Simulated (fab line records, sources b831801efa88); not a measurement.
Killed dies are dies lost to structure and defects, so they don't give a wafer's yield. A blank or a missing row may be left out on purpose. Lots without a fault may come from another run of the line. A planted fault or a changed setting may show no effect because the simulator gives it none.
Which tool did it? | flow sky130 | 11 lots, 33 wafers sampled, at 5 steps of a route of 708

WHAT THE GAUGES READ, wafer by wafer
SKY_SONOS_ONO_THK_MEAS_01.
lot  | measured     | on            | SONOS_ONO_OXIDATION_THK (nm)
L176 | day 13 22:14 | film_metro-04 | 2.62 2.67 2.71
L177 | day 14 05:24 | film_metro-01 | 2.68 2.71 2.74
L180 | day 15 07:05 | film_metro-04 | 2.59 2.58 2.59
L181 | day 15 14:29 | film_metro-03 | 2.62 2.57 2.64
L183 | day 16 04:29 | film_metro-04 | 2.53 2.51 2.56
L184 | day 16 14:29 | film_metro-03 | 2.56 2.63 2.62
L185 | day 16 18:46 | film_metro-04 | 2.97 2.92 2.91 2.98 2.88 2.88
L187 | day 17 12:38 | film_metro-04 | 2.96 2.93 2.90 2.92 2.90 2.93
L188 | day 18 01:45 | film_metro-04 | 2.91 2.92 2.90 2.86 2.85 2.92
L189 | day 18 07:32 | film_metro-03 | 2.63 2.65 2.72
L190 | day 18 10:22 | film_metro-01 | 2.61 2.69 2.66

SKY_LDD_LDN_OVL_MEAS_07.
lot  | measured     | on         | LDD_LDN_OVL (nm)
L176 | day 25 16:45 | overlay-01 | 0.9 0.6 0.8
L177 | day 26 00:49 | overlay-01 | -2.8 -1.8 -3.3
L180 | day 27 02:28 | overlay-01 | -0.3 0.3 -0.9
L181 | day 27 10:51 | overlay-02 | -2.2 -1.3 -2.3
L183 | day 28 01:41 | overlay-01 | -1.5 -1.2 -1.3
L184 | day 28 08:49 | overlay-01 | -1.5 -0.1 -0.7
L185 | day 28 15:43 | overlay-01 | -1.0 -1.5 -2.4
L187 | day 29 06:00 | overlay-02 | -1.1 2.0 0.8
L188 | day 29 19:31 | overlay-02 | -1.7 -1.2 0.1
L189 | day 30 01:48 | overlay-02 | 1.2 0.5 1.4
L190 | day 30 04:32 | overlay-02 | -0.9 0.0 -1.4

SKY_SD_P_TW_MEAS_11.
lot  | measured     | on            | SD_P_TW
L176 | day 28 05:47 | film_metro-01 | 2827 2854 2844
L177 | day 28 13:42 | film_metro-02 | 2816 2814 2800
L180 | day 29 13:35 | film_metro-03 | 2794 2804 2804
L181 | day 29 23:02 | film_metro-03 | 2793 2812 2798
L183 | day 30 12:01 | film_metro-01 | 2839 2847 2853
L184 | day 30 19:58 | film_metro-03 | 2809 2803 2801
L185 | day 31 03:12 | film_metro-01 | 2828 2842 2845
L187 | day 31 17:59 | film_metro-01 | 2834 2836 2839
L188 | day 32 06:17 | film_metro-03 | 2810 2809 2831
L189 | day 32 13:09 | film_metro-01 | 2826 2816 2811
L190 | day 32 14:23 | film_metro-03 | 2824 2819 2819

WHICH TOOL RAN EACH LOT (tool, then ch and the chambers of the sampled wafers, then the start)
lot  | SKY_SONOS_ONO_OXIDATION_00    | SKY_SONOS_ONO_STRIP_17
L176 | furnace-01 ch 0, day 13 20:53 | plasma_asher-01 ch 0,1, day 15 04:21
L177 | furnace-01 ch 0, day 14 04:03 | plasma_asher-01 ch 0,1, day 15 12:49
L180 | furnace-02 ch 0, day 15 05:43 | plasma_asher-04 ch 0,1, day 16 14:12
L181 | furnace-01 ch 0, day 15 13:08 | plasma_asher-02 ch 0,1, day 16 20:58
L183 | furnace-01 ch 0, day 16 03:09 | plasma_asher-01 ch 0,1, day 17 12:01
L184 | furnace-01 ch 0, day 16 13:08 | plasma_asher-02 ch 0,1, day 17 22:37
L185 | furnace-01 ch 0, day 16 17:25 | plasma_asher-01 ch 1, day 18 02:52
L187 | furnace-01 ch 0, day 17 11:16 | plasma_asher-04 ch 0,1, day 18 21:32
L188 | furnace-01 ch 0, day 18 00:25 | plasma_asher-01 ch 0,1, day 19 11:54
L189 | furnace-02 ch 0, day 18 06:10 | plasma_asher-04 ch 0,1, day 19 16:36
L190 | furnace-02 ch 0, day 18 09:01 | plasma_asher-04 ch 0, day 19 22:09
- SKY_SONOS_ONO_OXIDATION_00: stabilise 600 s, purge 300 s, target thk 2.6 nm.
- SKY_SONOS_ONO_STRIP_17: strips in O2/N2.

WHAT THE TOOLS THEMSELVES READ (means of the sampled wafers that have a number; where no wafer has one, the mark that the record gives instead)
SKY_SONOS_ONO_OXIDATION_00.
lot  | tool       | ramp_down_c_per_min | spike_tc_bottom_C (C) | spike_tc_centre_C (C) | spike_tc_lower_C (C) | spike_tc_upper_C (C) | tube_center_temp_C (C) | tube_center_temp_C_max
L176 | furnace-01 | 3.0000              | 818                   | 798.7                 | 802.5                | 798.5                | 800                    | 801.9
L177 | furnace-01 | 2.9999              | 818                   | 799.7                 | 802.4                | 797.7                | 800                    | 801.9
L180 | furnace-02 | 2.9996              | 811                   | 800.7                 | 800.4                | 801.2                | 800                    | 801.9
L181 | furnace-01 | 2.9999              | 818                   | 799.6                 | 802.2                | 798.6                | 800                    | 802.2
L183 | furnace-01 | 3.0000              | 819                   | 799.1                 | 802.3                | 797.6                | 800                    | 802.0
L184 | furnace-01 | 2.9998              | 818                   | 800.0                 | 802.5                | 798.4                | 800                    | 802.0
L185 | furnace-01 | 3.0003              | 826                   | 806.3                 | 809.2                | 806.4                | 808                    | 809.8
L187 | furnace-01 | 2.9999              | 825                   | 806.2                 | 810.1                | 805.9                | 808                    | 809.9
L188 | furnace-01 | 2.9997              | 825                   | 807.9                 | 809.2                | 805.7                | 808                    | 810.2
L189 | furnace-02 | 3.0005              | 811                   | 801.7                 | 800.2                | 800.9                | 800                    | 801.8
L190 | furnace-02 | 2.9999              | 811                   | 800.9                 | 799.6                | 800.6                | 800                    | 802.1

SKY_SONOS_ONO_STRIP_17.
lot  | tool            | drypump_motor_current_A (A) | oes_product_au (a.u.) | strip_time_to_endpoint_s (s)
L176 | plasma_asher-01 | 6.2                         | 0.717                 | 14.07
L177 | plasma_asher-01 | 5.8                         | 0.710                 | 14.12
L180 | plasma_asher-04 | 5.9                         | 0.715                 | 14.12
L181 | plasma_asher-02 | 6.5                         | 0.706                 | 14.11
L183 | plasma_asher-01 | 5.8                         | 0.714                 | 14.04
L184 | plasma_asher-02 | 6.5                         | 0.707                 | 14.09
L185 | plasma_asher-01 | 6.6                         | 0.713                 | 14.09
L187 | plasma_asher-04 | 5.7                         | 0.710                 | 14.12
L188 | plasma_asher-01 | 6.2                         | 0.711                 | 14.09
L189 | plasma_asher-04 | 5.9                         | 0.707                 | 14.15
L190 | plasma_asher-04 | 5.6                         | 0.707                 | 14.10

THE ANSWER, worked out from the rows above alone
Rule: what is usual is taken from the lots themselves. Put in order of their means at a reading, lots are off if they are a third of the lots or fewer, leave a main group of 4 or more, and stand apart from it by a gap of 3 or more times the standard deviation of the main group's means; of several such gaps the widest counts. A main group whose means are all the same, to the digits that the tables above print for the reading, isn't used. A lot without any number at a reading at which 4 lots or more have one is off too. The other lots that the step has rows for count as sound. The gauges are gone through in route order, then the tools' own readings, and for those a lot's mean is taken as printed above. The first step at which some lot is off is used, and at that step the reading that is off furthest; a lot without a number counts as furthest.
Off: L185, L187, L188, at SKY_SONOS_ONO_THK_MEAS_01 (SONOS_ONO_OXIDATION_THK). The main group: mean 2.63 nm, standard deviation 0.052.
A tool fits if, at a process step before that reading, it ran every lot that is off, and no sound lot after the first of them. The gauges at SKY_SONOS_ONO_THK_MEAS_01 aren't tried: what is off there is off at SKY_SONOS_ONO_OXIDATION_00 too, on other tools, and a gauge's error can't cause that. One fits: furnace-01 at SKY_SONOS_ONO_OXIDATION_00. Its last sound lot is L184 (day 16 13:08), its first lot that is off L185 (day 16 17:25): a fault that began between those two fits.
The tool's own readings at SKY_SONOS_ONO_OXIDATION_00 bear it out: on the lots that are off they differ by more than 5 times the standard deviation of the sound lots' means. spike_tc_centre_C reads 806.8 C there against 800.1 C on the sound lots; spike_tc_lower_C reads 809.5 C there against 801.5 C on the sound lots; tube_center_temp_C reads 808 C there against 800 C on the sound lots; tube_center_temp_C_max reads 810.0 there against 802.0 on the sound lots.

WHAT THE SIMULATOR HAD PUT IN
Process parameter drift: furnace-01, from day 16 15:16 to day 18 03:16, at SKY_SONOS_ONO_OXIDATION_00. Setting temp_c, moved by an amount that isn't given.
Lots struck among those shown: L185, L187, L188. The rule above found the same.
